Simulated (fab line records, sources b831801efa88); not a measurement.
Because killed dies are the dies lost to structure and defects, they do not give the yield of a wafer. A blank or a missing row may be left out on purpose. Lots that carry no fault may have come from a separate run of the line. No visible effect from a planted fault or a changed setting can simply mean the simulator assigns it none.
Matching of chambers | flow gf180mcu | GF_V5_CMP_04 on cmp-02 has 4 sister chambers
The step polishes SiO2. 4 wafers are shown with their chamber, then 7 later ones without.

== WAFERS, EACH WITH ITS CHAMBER ==
wafer  | chamber | motorCurrentA (A)
L327.1 | 2       | 11.3
L327.3 | 0       | 11.2
L329.2 | 3       | 12.0
L329.3 | 1       | 11.1

== WAFERS WHOSE CHAMBER IS MISSING ==
wafer  | motorCurrentA (A)
L329.4 | 11.6
L334.4 | 11.3
L334.5 | 11.9
L334.6 | 11.7
L340.1 | 11.3
L340.2 | 11.9
L340.3 | 11.9

== CHAMBER TAKEN BY EACH ==
wafer  | from the rows above               | in truth
L329.4 | can't be placed: 2 or 0 or 3 or 1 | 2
L334.4 | can't be placed: 2 or 0 or 1      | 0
L334.5 | 3                                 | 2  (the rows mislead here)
L334.6 | can't be placed: 3 or 2 or 0 or 1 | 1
L340.1 | can't be placed: 2 or 0 or 1      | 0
L340.2 | 3                                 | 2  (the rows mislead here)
L340.3 | 3                                 | 3
Correctly placed: 1 of 7. These rows do not allow placing 4 (true chamber among the candidates in 4). Placed wrongly: 2.
How it was worked out, from the rows above alone: a wafer's distance from a chamber is the root of the sum, over the readings, of the square of ((its reading less the chamber's mean) divided by the reading's scatter). If the next closest chamber is less than 2 further off than the closest, the wafer can't be placed; otherwise it belongs to the closest. Each chamber's mean is taken over the wafers shown for it. The scatter: with one shown wafer a chamber, the root of the mean of the squares of how far each hidden wafer lies from its nearest shown one.
